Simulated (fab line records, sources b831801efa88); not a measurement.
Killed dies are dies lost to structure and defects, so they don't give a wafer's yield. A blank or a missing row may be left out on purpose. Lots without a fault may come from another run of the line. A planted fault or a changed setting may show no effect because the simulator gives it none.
fab line records | flow sky130
record lots=5 wafers=15 last_day=50
route steps=708 shown FIELD_ISO@30 NWELL@32 DNWELL@35 PWDE@45
lots that met no fault: from a run of the same line without faults
start_h: hours from the record's first day to the start of the lot's first wafer shown | wait_h: hours since the lot's step before | " the same as in the row above | L1.1+2: a row that stands for several wafers | - no value, or no start given | * or withheld: withheld | < > ~ a bound
route shown NAME@n: a module of which the file shows steps, and the number in the route of the first | usual: mean/standard deviation of fault-free wafers | same: alike in all rows | chamber/n: place in a boat | sites: the reading at each site | _std_site: their standard deviation | _edge_site: outer sites' mean less inner sites' | radius_mm: how far each site lies from the wafer's centre | mask NAME#n: copy n | behind: the tool/chamber that last shaped the wafer | hold: why the lot was held/for how many hours/how that ended | device: the transistor (n, p or np) that didn't switch | end of line: the same wafers' tests at the end of the route | a step without rows: its recipe alone | killed: dies lost to structure and defects at the first sort, not the wafer's yield | map: a wafer's dies, x killed, . not, _ none there
set.NAME: the setting as run; set.NAME@STEP: as run at that earlier step | model.NAME: the simulator's own value behind a step, which no gauge read
lots at some steps of the route; a table a step, a row a wafer
services: from which hour (start_h, from the record's first day; less than 0 if before it) a tool's chamber was out of use, for how many hours, and why
## steps
# step SKY_FIELD_ISO_WET_ETCH_29
# recipe chemistry=H3PO4 target_depth_nm=160 target=Si3N4 temp_c=160 time_s=1825
# columns lot.wafer tool chamber start_h wait_h
L074.2+3+6 wet_bench-04 2 42.03 0.0
L076.4+5+6 wet_bench-01 1 45.04 0.0
L079.1+4+5 wet_bench-01 1 61.33 0.0
L083.2+3+5 wet_bench-04 0 80.60 0.0
L096.1+2+3 wet_bench-02 1 158.11 0.0
# step SKY_FIELD_ISO_WET_ETCH_30
# recipe chemistry=dHF target_depth_nm=25 target=SiO2 dilution=10:1 temp_c=25 time_s=50
# columns lot.wafer tool chamber start_h wait_h
L074.2+3+6 wet_bench-01 2 42.54 0.0
L076.4+5+6 wet_bench-02 1 45.55 0.0
L079.1+4+5 wet_bench-04 3 61.85 0.0
L083.2+3+5 wet_bench-01 3 81.16 0.0
L096.1+2+3 wet_bench-04 1 158.63 0.0
# step SKY_NWELL_CLEAN_00
# recipe chemistry=SC1/SC2 mix=1:4:20 temp_c=70 time_s=150 dry=n2_spin
# columns lot.wafer tool chamber start_h wait_h
L074.2+3+6 wet_bench-02 2 42.56 0.0
L076.4+5+6 wet_bench-04 0 45.57 0.0
L079.1+4+5 wet_bench-02 3 61.87 0.0
L083.2+3+5 wet_bench-02 1 81.18 0.0
L096.1+2+3 wet_bench-01 2 158.65 0.0
# step SKY_NWELL_OXIDATION_01
# recipe temp_c=900 ambient=O2 stabilise_s=600 purge_s=300 target_thk_a=100 ox_time_s=1418
# usual spike_tc_top_C=911.9/1.6
# same ox_time_s=1418
# columns lot.wafer tool chamber start_h wait_h spike_tc_top_C
L074.2 furnace-01 0 44.72 2.1 910.4
L074.3 " 0 " " 909.3
L074.6 " 0 " " 909.3
L076.4 furnace-01 0 46.11 0.5 910.7
L076.5 " 0 " " 909.5
L076.6 " 0 " " 910.3
L079.1 furnace-02 0 62.54 0.6 912.8
L079.4 " 0 " " 912.5
L079.5 " 0 " " 914.0
L083.2 furnace-01 0 81.63 0.4 910.8
L083.3 " 0 " " 911.5
L083.5 " 0 " " 910.2
L096.1 furnace-02 0 162.25 3.5 913.1
L096.2 " 0 " " 913.8
L096.3 " 0 " " 912.0
# step SKY_NWELL_THK_MEAS_02
# recipe reads=SiO2_of_NWELL_OXIDATION_01
# usual NWELL_OXIDATION_THK=9.93/0.16
# columns lot.wafer tool chamber start_h wait_h NWELL_OXIDATION_THK[nm]
L074.2 film_metro-03 - 46.12 0.0 9.92
L074.3 " - " " 9.89
L074.6 " - " " 9.99
L076.4 film_metro-04 - 47.53 0.0 9.52
L076.5 " - " " 9.91
L076.6 " - " " 9.61
L079.1 film_metro-03 - 63.94 0.0 10.08
L079.4 " - " " 10.14
L079.5 " - " " 10.22
L083.2 film_metro-04 - 83.04 0.0 9.85
L083.3 " - " " 9.85
L083.5 " - " " 9.86
L096.1 film_metro-04 - 163.64 0.0 10.01
L096.2 " - " " 9.78
L096.3 " - " " 9.91
# step SKY_DNWELL_DEHYDRATE_00
# recipe temp_c=200 time_s=60
# usual chill_plate_temp_C=22.98/0.12 resist_line_temp_C=22.99/0.089
# columns lot.wafer tool chamber start_h wait_h chill_plate_temp_C resist_line_temp_C
L074.2 litho_track-04 0 53.05 6.9 22.85 23.03
L074.3 " 0 " " 23.00 22.94
L074.6 " 0 " " 23.07 22.97
L076.4 litho_track-02 0 54.68 7.1 23.22 23.16
L076.5 " 0 " " 23.05 23.09
L076.6 " 0 " " 23.07 23.02
L079.1 litho_track-04 0 71.43 7.5 23.02 23.07
L079.4 " 0 " " 23.06 22.96
L079.5 " 0 " " 23.21 22.88
L083.2 litho_track-04 0 90.70 7.7 22.93 22.93
L083.3 " 0 " " 22.81 22.95
L083.5 " 0 " " 22.82 23.12
L096.1 litho_track-02 0 172.96 9.3 23.12 23.19
L096.2 " 0 " " 23.00 22.97
L096.3 " 0 " " 22.96 23.06
# step SKY_DNWELL_HMDS_01
# recipe prime_time_s=60 prime_temp_c=120
# usual chill_plate_temp_C=22.97/0.092 resist_line_temp_C=23.02/0.099
# columns lot.wafer tool chamber start_h wait_h chill_plate_temp_C resist_line_temp_C
L074.2 litho_track-04 0 53.20 0.1 23.04 23.06
L074.3 " 0 " " 23.04 23.01
L074.6 " 0 " " 22.99 22.96
L076.4 litho_track-02 0 54.83 0.1 23.05 22.97
L076.5 " 0 " " 23.03 22.99
L076.6 " 0 " " 22.99 22.88
L079.1 litho_track-04 0 71.58 0.1 22.80 22.90
L079.4 " 0 " " 23.02 22.88
L079.5 " 0 " " 22.79 22.93
L083.2 litho_track-04 0 90.85 0.1 22.85 23.03
L083.3 " 0 " " 22.92 22.91
L083.5 " 0 " " 22.94 23.12
L096.1 litho_track-02 0 173.11 0.1 22.99 23.12
L096.2 " 0 " " 23.13 23.05
L096.3 " 0 " " 23.09 22.93
# step SKY_DNWELL_COAT_02
# recipe spin_rpm=2000 resist_thk_nm=3000
# usual chill_plate_temp_C=23.00/0.094 resist_line_temp_C=22.99/0.1
# columns lot.wafer tool chamber start_h wait_h chill_plate_temp_C resist_line_temp_C
L074.2 litho_track-04 0 53.35 0.1 23.02 22.97
L074.3 " 0 " " 23.01 22.97
L074.6 " 0 " " 23.14 23.09
L076.4 litho_track-02 0 54.98 0.1 22.89 22.89
L076.5 " 0 " " 22.83 22.89
L076.6 " 0 " " 22.79 22.86
L079.1 litho_track-04 0 71.73 0.1 23.12 22.96
L079.4 " 0 " " 23.00 23.10
L079.5 " 0 " " 22.97 23.09
L083.2 litho_track-04 0 91.00 0.1 22.84 22.89
L083.3 " 0 " " 22.97 22.82
L083.5 " 0 " " 22.93 22.97
L096.1 litho_track-02 0 173.26 0.1 23.11 23.06
L096.2 " 0 " " 22.91 23.15
L096.3 " 0 " " 22.88 22.96
# step SKY_DNWELL_SOFTBAKE_03
# recipe temp_c=110 time_s=withheld
# usual chill_plate_temp_C=23.02/0.091 resist_line_temp_C=23.01/0.11
# columns lot.wafer tool chamber start_h wait_h chill_plate_temp_C resist_line_temp_C
L074.2 litho_track-04 0 53.51 0.1 23.08 23.15
L074.3 " 0 " " 23.02 23.06
L074.6 " 0 " " 23.12 23.17
L076.4 litho_track-02 0 55.16 0.1 23.05 23.11
L076.5 " 0 " " 23.07 23.08
L076.6 " 0 " " 22.99 23.12
L079.1 litho_track-04 0 71.88 0.1 22.97 23.01
L079.4 " 0 " " 22.98 22.91
L079.5 " 0 " " 22.97 22.95
L083.2 litho_track-04 0 91.16 0.1 23.12 23.26
L083.3 " 0 " " 23.11 23.10
L083.5 " 0 " " 23.04 23.15
L096.1 litho_track-02 0 173.41 0.1 23.09 22.86
L096.2 " 0 " " 22.97 22.98
L096.3 " 0 " " 22.98 23.01
# step SKY_DNWELL_EXPOSE_04
# recipe mask_id=DNM na=0.57 target_cd_nm=3000 dose_mj=222
# usual focus_offset_nm=0.0/0.53
# columns lot.wafer tool chamber start_h wait_h mask focus_offset_nm
L074.2 iline_stepper-02 0 - - DNM#0 0.0
L074.3 " 0 " " DNM#0 -0.6
L074.6 " 0 " " DNM#0 0.2
L076.4 iline_stepper-01 0 - - DNM#0 -0.1
L076.5 " 0 " " DNM#0 -0.2
L076.6 " 0 " " DNM#0 -0.8
L079.1 iline_stepper-01 0 - - DNM#0 -0.2
L079.4 " 0 " " DNM#0 -0.3
L079.5 " 0 " " DNM#0 -0.5
L083.2 iline_stepper-01 0 - - DNM#0 0.5
L083.3 " 0 " " DNM#0 0.1
L083.5 " 0 " " DNM#0 0.0
L096.1 iline_stepper-02 0 - - DNM#0 -0.2
L096.2 " 0 " " DNM#0 0.1
L096.3 " 0 " " DNM#0 -0.5
# step SKY_DNWELL_PEB_05
# recipe temp_c=115 time_s=withheld
# usual chill_plate_temp_C=22.97/0.11 resist_line_temp_C=23.02/0.11
# columns lot.wafer tool chamber start_h wait_h chill_plate_temp_C resist_line_temp_C
L074.2 litho_track-04 0 - - 22.97 22.89
L074.3 " 0 " " 22.81 23.01
L074.6 " 0 " " 22.64 23.12
L076.4 litho_track-02 0 - - 22.80 23.24
L076.5 " 0 " " 22.97 23.17
L076.6 " 0 " " 22.96 23.17
L079.1 litho_track-01 0 - - 22.78 23.07
L079.4 " 0 " " 22.94 23.17
L079.5 " 0 " " 22.94 23.10
L083.2 litho_track-01 0 - - 22.95 23.10
L083.3 " 0 " " 22.98 23.04
L083.5 " 0 " " 22.88 23.07
L096.1 litho_track-01 0 - - 22.81 22.96
L096.2 " 0 " " 22.95 22.90
L096.3 " 0 " " 23.00 22.96
# step SKY_DNWELL_DEVELOP_06
# recipe wall_angle_deg=90 developer=TMAH develop_time_s=60 dev_temp_c=23
# usual chill_plate_temp_C=22.99/0.096 resist_line_temp_C=23.00/0.084
# columns lot.wafer tool chamber start_h wait_h chill_plate_temp_C resist_line_temp_C
L074.2 litho_track-04 0 - - 23.08 23.03
L074.3 " 0 " " 23.11 22.91
L074.6 " 0 " " 23.04 22.96
L076.4 litho_track-02 0 - - 22.90 23.06
L076.5 " 0 " " 22.86 23.01
L076.6 " 0 " " 22.97 22.93
L079.1 litho_track-01 0 - - 22.96 22.99
L079.4 " 0 " " 23.10 23.20
L079.5 " 0 " " 23.05 22.94
L083.2 litho_track-01 0 - - 22.96 22.94
L083.3 " 0 " " 23.12 22.85
L083.5 " 0 " " 23.05 22.86
L096.1 litho_track-01 0 - - 22.83 22.97
L096.2 " 0 " " 22.84 22.99
L096.3 " 0 " " 23.05 22.90
# step SKY_DNWELL_IMPLANT_07
# recipe species=P energy_kev=withheld dose_cm2=withheld tilt_deg=withheld
# columns lot.wafer tool chamber start_h wait_h
L074.2+3+6 implanter-04 0 61.70 -
L076.4+5+6 implanter-03 0 64.08 -
L079.1+4+5 implanter-01 0 80.34 -
L083.2+3+5 implanter-04 0 100.41 -
L096.1+2+3 implanter-04 0 183.84 -
# step SKY_DNWELL_STRIP_08
# recipe chemistry=O2/N2 power_w=1400 pressure_mtorr=1500 platen_temp_c=withheld o2_flow_sccm=3000 n2_flow_sccm=300 overash_fraction=0.5
# usual drypump_motor_current_A=6.0/0.49 oes_product_au=0.722/0.0045 strip_time_to_endpoint_s=36.92/0.11
# columns lot.wafer tool chamber start_h wait_h drypump_motor_current_A oes_product_au rf_hours_counter_h strip_time_to_endpoint_s
L074.2 plasma_asher-02 0 61.83 0.1 5.0 0.719 25 36.88
L074.3 " 0 " " 5.0 0.729 - 36.80
L074.6 " 1 " " 6.1 0.720 - 36.79
L076.4 plasma_asher-03 0 64.19 0.1 6.0 0.725 - 36.90
L076.5 " 0 " " 5.9 0.725 - 36.99
L076.6 " 1 " " 6.2 0.723 - 36.92
L079.1 plasma_asher-01 1 80.49 0.1 5.8 0.716 40 36.91
L079.4 " 0 " " 6.6 0.727 - 36.95
L079.5 " 1 " " 5.8 0.721 - 36.91
L083.2 plasma_asher-01 1 100.54 0.1 5.8 0.725 42 36.93
L083.3 " 0 " " 6.6 0.722 - 36.92
L083.5 " 0 " " 6.6 0.727 - 36.97
L096.1 plasma_asher-03 1 183.99 0.1 6.2 0.724 48 36.96
L096.2 " 0 " " 5.9 0.722 48 37.00
L096.3 " 1 " " 6.2 0.721 - 37.00
# step SKY_DNWELL_TW_MEAS_09
# usual DNWELL_TW=1120/17
# columns lot.wafer tool chamber start_h wait_h DNWELL_TW
L074.2 film_metro-03 - 61.94 0.1 1112
L074.3 " - " " 1111
L074.6 " - " " 1109
L076.4 film_metro-02 - 64.29 0.1 1110
L076.5 " - " " 1105
L076.6 " - " " 1116
L079.1 film_metro-04 - 80.59 0.1 1144
L079.4 " - " " 1143
L079.5 " - " " 1135
L083.2 film_metro-03 - 100.65 0.1 1124
L083.3 " - " " 1116
L083.5 " - " " 1118
L096.1 film_metro-02 - 184.09 0.1 1103
L096.2 " - " " 1105
L096.3 " - " " 1104
# step SKY_PWDE_DEHYDRATE_00
# recipe temp_c=200 time_s=60
# usual chill_plate_temp_C=23.00/0.096 resist_line_temp_C=22.98/0.11
# columns lot.wafer tool chamber start_h wait_h chill_plate_temp_C resist_line_temp_C
L074.2 litho_track-03 0 68.40 6.5 22.90 22.73
L074.3 " 0 " " 22.85 23.03
L074.6 " 0 " " 22.88 22.83
L076.4 litho_track-02 0 71.58 7.3 23.13 22.95
L076.5 " 0 " " 23.06 23.04
L076.6 " 0 " " 23.07 22.99
L079.1 litho_track-04 0 88.23 7.6 22.94 23.03
L079.4 " 0 " " 23.15 22.99
L079.5 " 0 " " 23.15 22.89
L083.2 litho_track-02 0 109.08 8.4 23.07 22.92
L083.3 " 0 " " 23.01 23.10
L083.5 " 0 " " 23.14 23.09
L096.1 litho_track-03 0 193.87 9.8 22.83 22.92
L096.2 " 0 " " 23.15 23.03
L096.3 " 0 " " 22.95 22.99
# step SKY_PWDE_HMDS_01
# recipe prime_time_s=60 prime_temp_c=120
# usual chill_plate_temp_C=22.98/0.11 resist_line_temp_C=23.01/0.11
# columns lot.wafer tool chamber start_h wait_h chill_plate_temp_C resist_line_temp_C
L074.2 litho_track-03 0 68.55 0.1 23.06 22.98
L074.3 " 0 " " 23.21 23.04
L074.6 " 0 " " 23.23 23.13
L076.4 litho_track-02 0 71.73 0.1 22.85 23.03
L076.5 " 0 " " 22.88 22.91
L076.6 " 0 " " 22.78 22.93
L079.1 litho_track-04 0 88.38 0.1 22.84 22.83
L079.4 " 0 " " 22.97 22.85
L079.5 " 0 " " 22.83 22.83
L083.2 litho_track-02 0 109.23 0.1 22.89 22.85
L083.3 " 0 " " 22.97 22.93
L083.5 " 0 " " 22.97 23.04
L096.1 litho_track-03 0 194.02 0.1 23.00 22.87
L096.2 " 0 " " 23.03 22.94
L096.3 " 0 " " 23.01 23.05
# step SKY_PWDE_COAT_02
# recipe spin_rpm=2000 resist_thk_nm=3000
# usual chill_plate_temp_C=22.98/0.1 resist_line_temp_C=23.00/0.11
# columns lot.wafer tool chamber start_h wait_h chill_plate_temp_C resist_line_temp_C
L074.2 litho_track-03 0 68.70 0.1 23.12 22.87
L074.3 " 0 " " 23.04 23.00
L074.6 " 0 " " 23.03 23.00
L076.4 litho_track-02 0 71.88 0.1 23.12 23.11
L076.5 " 0 " " 22.99 23.15
L076.6 " 0 " " 22.84 23.11
L079.1 litho_track-04 0 88.53 0.1 23.07 23.01
L079.4 " 0 " " 22.96 23.08
L079.5 " 0 " " 22.98 22.86
L083.2 litho_track-02 0 109.38 0.1 23.01 23.21
L083.3 " 0 " " 23.04 23.06
L083.5 " 0 " " 23.12 23.26
L096.1 litho_track-03 0 194.17 0.1 23.12 22.94
L096.2 " 0 " " 23.04 23.11
L096.3 " 0 " " 22.93 23.04
# step SKY_PWDE_SOFTBAKE_03
# recipe temp_c=110 time_s=withheld
# usual chill_plate_temp_C=23.01/0.092 resist_line_temp_C=23.00/0.1
# columns lot.wafer tool chamber start_h wait_h chill_plate_temp_C resist_line_temp_C
L074.2 litho_track-03 0 68.86 0.1 22.95 23.13
L074.3 " 0 " " 23.06 23.26
L074.6 " 0 " " 23.27 22.98
L076.4 litho_track-02 0 72.06 0.1 23.01 23.05
L076.5 " 0 " " 22.98 22.93
L076.6 " 0 " " 22.90 22.99
L079.1 litho_track-04 0 88.68 0.1 22.85 23.04
L079.4 " 0 " " 22.96 23.01
L079.5 " 0 " " 23.00 22.97
L083.2 litho_track-02 0 109.54 0.1 23.05 22.82
L083.3 " 0 " " 23.03 22.94
L083.5 " 0 " " 23.09 23.06
L096.1 litho_track-03 0 194.32 0.1 23.02 22.94
L096.2 " 0 " " 23.04 23.05
L096.3 " 0 " " 22.95 23.12
# step SKY_PWDE_EXPOSE_04
# recipe mask_id=PWDEM na=0.6 source_shape=conventional sigma_outer=0.6 polarization=unpolarized target_cd_nm=840 dose_mj=214
# usual focus_offset_nm=0.1/0.64
# columns lot.wafer tool chamber start_h wait_h mask focus_offset_nm
L074.2 iline_stepper-02 0 - - PWDEM#0 -0.3
L074.3 " 0 " " PWDEM#0 -0.2
L074.6 " 0 " " PWDEM#0 0.6
L076.4 iline_stepper-02 0 - - PWDEM#0 0.9
L076.5 " 0 " " PWDEM#0 0.2
L076.6 " 0 " " PWDEM#0 0.9
L079.1 iline_stepper-02 0 - - PWDEM#0 -0.6
L079.4 " 0 " " PWDEM#0 0.2
L079.5 " 0 " " PWDEM#0 -0.8
L083.2 iline_stepper-02 0 - - PWDEM#0 -0.3
L083.3 " 0 " " PWDEM#0 -0.6
L083.5 " 0 " " PWDEM#0 -0.1
L096.1 iline_stepper-02 0 - - PWDEM#0 -0.4
L096.2 " 0 " " PWDEM#0 -0.5
L096.3 " 0 " " PWDEM#0 -0.9
# step SKY_PWDE_PEB_05
# recipe temp_c=115 time_s=withheld
# usual chill_plate_temp_C=23.01/0.1 resist_line_temp_C=23.02/0.087
# columns lot.wafer tool chamber start_h wait_h chill_plate_temp_C resist_line_temp_C
L074.2 litho_track-04 0 - - 23.01 23.00
L074.3 " 0 " " 23.04 22.92
L074.6 " 0 " " 23.10 22.95
L076.4 litho_track-03 0 - - 23.03 23.03
L076.5 " 0 " " 23.13 23.03
L076.6 " 0 " " 23.06 23.19
L079.1 litho_track-02 0 - - 22.94 22.94
L079.4 " 0 " " 23.10 22.94
L079.5 " 0 " " 22.94 22.80
L083.2 litho_track-04 0 - - 22.92 22.99
L083.3 " 0 " " 22.96 23.23
L083.5 " 0 " " 23.03 22.97
L096.1 litho_track-04 0 - - 23.10 23.03
L096.2 " 0 " " 23.06 23.13
L096.3 " 0 " " 23.07 23.14
# step SKY_PWDE_DEVELOP_06
# recipe wall_angle_deg=90 developer=TMAH develop_time_s=60 dev_temp_c=23
# usual chill_plate_temp_C=22.99/0.11 resist_line_temp_C=23.01/0.1
# columns lot.wafer tool chamber start_h wait_h chill_plate_temp_C resist_line_temp_C
L074.2 litho_track-04 0 - - 22.96 23.06
L074.3 " 0 " " 22.73 23.09
L074.6 " 0 " " 23.07 22.91
L076.4 litho_track-03 0 - - 22.89 23.06
L076.5 " 0 " " 22.81 23.08
L076.6 " 0 " " 22.89 23.00
L079.1 litho_track-02 0 - - 23.16 22.86
L079.4 " 0 " " 23.12 22.92
L079.5 " 0 " " 23.17 23.02
L083.2 litho_track-04 0 - - 22.81 22.93
L083.3 " 0 " " 22.74 22.99
L083.5 " 0 " " 22.77 22.98
L096.1 litho_track-04 0 - - 22.93 23.08
L096.2 " 0 " " 23.00 23.00
L096.3 " 0 " " 22.84 23.02
# step SKY_PWDE_OVL_MEAS_07
# usual PWDE_OVL=0.9/1.4
# columns lot.wafer tool chamber start_h wait_h PWDE_OVL[nm]
L074.2 overlay-02 - 77.73 - 2.1
L074.3 " - " " 1.2
L074.6 " - " " 3.3
L076.4 overlay-01 - 80.64 - 2.1
L076.5 " - " " 0.5
L076.6 " - " " 1.2
L079.1 overlay-01 - 97.31 - 2.6
L079.4 " - " " 0.4
L079.5 " - " " 1.3
L083.2 overlay-01 - 118.98 - 1.8
L083.3 " - " " 0.8
L083.5 " - " " 0.7
L096.1 overlay-01 - 205.23 - 2.4
L096.2 " - " " 1.6
L096.3 " - " " 0.9
# step SKY_PWDE_IMPLANT_08
# recipe species=B energy_kev=150 dose_cm2=3.6e+12 tilt_deg=withheld
# columns lot.wafer tool chamber start_h wait_h
L074.2+3+6 implanter-03 0 77.79 0.0
L076.4+5+6 implanter-03 0 80.74 0.1
L079.1+4+5 implanter-02 0 97.34 0.0
L083.2+3+5 implanter-03 0 119.04 0.0
L096.1+2+3 implanter-03 0 205.26 0.0
# step SKY_PWDE_STRIP_09
# recipe chemistry=O2/N2 power_w=1400 pressure_mtorr=1500 platen_temp_c=withheld o2_flow_sccm=3000 n2_flow_sccm=300 overash_fraction=0.5
# usual drypump_motor_current_A=5.9/0.54 oes_product_au=0.723/0.0045 strip_time_to_endpoint_s=36.92/0.11
# columns lot.wafer tool chamber start_h wait_h drypump_motor_current_A oes_product_au rf_hours_counter_h strip_time_to_endpoint_s
L074.2 plasma_asher-02 1 77.91 0.1 6.0 0.725 26 37.09
L074.3 " 0 " " 5.0 0.726 - 37.12
L074.6 " 0 " " 5.0 0.714 - 37.09
L076.4 plasma_asher-02 1 80.84 0.1 6.0 0.724 - 37.01
L076.5 " 0 " " 5.0 0.718 - 37.09
L076.6 " 1 " " 6.0 0.729 - 36.93
L079.1 plasma_asher-04 1 97.49 0.1 5.8 0.718 40 36.63
L079.4 " 1 " " 5.8 0.722 - 36.75
L079.5 " 0 " " 6.6 0.729 - 36.78
L083.2 plasma_asher-03 1 119.16 0.1 6.2 0.729 43 36.87
L083.3 " 0 " " 6.0 0.722 - 36.79
L083.5 " 1 " " 6.2 0.724 - 36.79
L096.1 plasma_asher-03 0 205.41 0.1 5.9 0.725 50 36.91
L096.2 " 1 " " 6.2 0.718 50 36.88
L096.3 " 1 " " 6.2 0.722 - 36.94
# step SKY_PWDE_TW_MEAS_10
# usual PWDE_TW=376/4
# columns lot.wafer tool chamber start_h wait_h PWDE_TW
L074.2 film_metro-03 - 78.02 0.1 377
L074.3 " - " " 378
L074.6 " - " " 374
L076.4 film_metro-04 - 80.94 0.1 382
L076.5 " - " " 381
L076.6 " - " " 381
L079.1 film_metro-02 - 97.59 0.1 370
L079.4 " - " " 369
L079.5 " - " " 369
L083.2 film_metro-04 - 119.27 0.1 378
L083.3 " - " " 378
L083.5 " - " " 379
L096.1 film_metro-04 - 205.51 0.1 378
L096.2 " - " " 377
L096.3 " - " " 375
# step SKY_NWELL_DEHYDRATE_03
# recipe temp_c=200 time_s=60
# usual chill_plate_temp_C=23.00/0.11 resist_line_temp_C=23.00/0.11
# columns lot.wafer tool chamber start_h wait_h chill_plate_temp_C resist_line_temp_C
L074.2 litho_track-03 0 85.20 7.2 23.03 22.98
L074.3 " 0 " " 23.12 22.87
L074.6 " 0 " " 22.98 22.86
L076.4 litho_track-01 0 88.31 7.4 22.98 23.13
L076.5 " 0 " " 22.95 23.07
L076.6 " 0 " " 23.09 23.18
L079.1 litho_track-04 0 105.43 7.8 23.06 22.88
L079.4 " 0 " " 22.91 22.91
L079.5 " 0 " " 22.82 22.87
L083.2 litho_track-01 0 128.06 8.8 23.06 22.92
L083.3 " 0 " " 23.00 22.90
L083.5 " 0 " " 23.03 22.88
L096.1 litho_track-03 0 215.32 9.8 22.95 23.11
L096.2 " 0 " " 23.00 22.97
L096.3 " 0 " " 22.98 23.02
# step SKY_NWELL_HMDS_04
# recipe prime_time_s=60 prime_temp_c=120
# usual chill_plate_temp_C=23.00/0.11 resist_line_temp_C=22.99/0.096
# columns lot.wafer tool chamber start_h wait_h chill_plate_temp_C resist_line_temp_C
L074.2 litho_track-03 0 85.35 0.1 23.11 22.89
L074.3 " 0 " " 23.03 22.87
L074.6 " 0 " " 23.02 22.94
L076.4 litho_track-01 0 88.46 0.1 23.01 22.94
L076.5 " 0 " " 23.19 22.88
L076.6 " 0 " " 23.13 22.92
L079.1 litho_track-04 0 105.58 0.1 23.11 23.21
L079.4 " 0 " " 23.05 22.98
L079.5 " 0 " " 23.16 23.06
L083.2 litho_track-01 0 128.21 0.1 22.93 23.07
L083.3 " 0 " " 22.87 22.82
L083.5 " 0 " " 22.98 22.96
L096.1 litho_track-03 0 215.47 0.1 22.88 23.02
L096.2 " 0 " " 22.83 23.01
L096.3 " 0 " " 22.86 23.14
# step SKY_NWELL_COAT_05
# recipe spin_rpm=2000 resist_thk_nm=3000
# usual chill_plate_temp_C=23.00/0.1 resist_line_temp_C=23.01/0.099
# columns lot.wafer tool chamber start_h wait_h chill_plate_temp_C resist_line_temp_C
L074.2 litho_track-03 0 85.50 0.1 23.13 23.03
L074.3 " 0 " " 22.95 22.91
L074.6 " 0 " " 23.05 23.07
L076.4 litho_track-01 0 88.61 0.1 23.03 23.11
L076.5 " 0 " " 22.88 23.13
L076.6 " 0 " " 22.80 23.00
L079.1 litho_track-04 0 105.73 0.1 23.06 22.95
L079.4 " 0 " " 23.01 22.94
L079.5 " 0 " " 22.93 23.01
L083.2 litho_track-01 0 128.36 0.1 22.97 23.06
L083.3 " 0 " " 23.03 23.09
L083.5 " 0 " " 23.19 23.07
L096.1 litho_track-03 0 215.62 0.1 22.96 22.78
L096.2 " 0 " " 22.92 23.02
L096.3 " 0 " " 22.78 22.97
## services
# columns tool chamber start_h hours kind
iline_stepper-01 - 18.30 4.4 pm
plasma_asher-04 - 18.75 0.5 repair
furnace-02 - 35.38 2.7 pm
plasma_asher-03 - 42.54 6.6 pm
iline_stepper-01 - 47.45 1.7 pm
implanter-03 - 52.54 2.4 repair
implanter-04 - 53.53 3.3 pm
plasma_asher-01 - 57.41 2.3 repair
furnace-01 - 95.33 2.8 pm
plasma_asher-01 - 108.75 9.0 pm
iline_stepper-02 - 109.95 1.7 pm
implanter-04 - 124.15 3.8 repair
iline_stepper-02 - 127.68 8.9 pm
implanter-04 - 133.44 10.2 repair
furnace-01 - 140.87 3.2 repair
furnace-01 - 144.05 12.6 pm
plasma_asher-03 - 144.88 0.7 repair
plasma_asher-02 - 155.12 2.2 repair
plasma_asher-03 - 156.42 13.1 repair
furnace-01 - 160.70 2.8 pm
wet_bench-02 - 168.23 3.1 repair
plasma_asher-03 - 168.40 0.4 repair
furnace-02 - 188.05 2.7 pm
plasma_asher-03 - 213.50 2.7 repair
## key
fault none
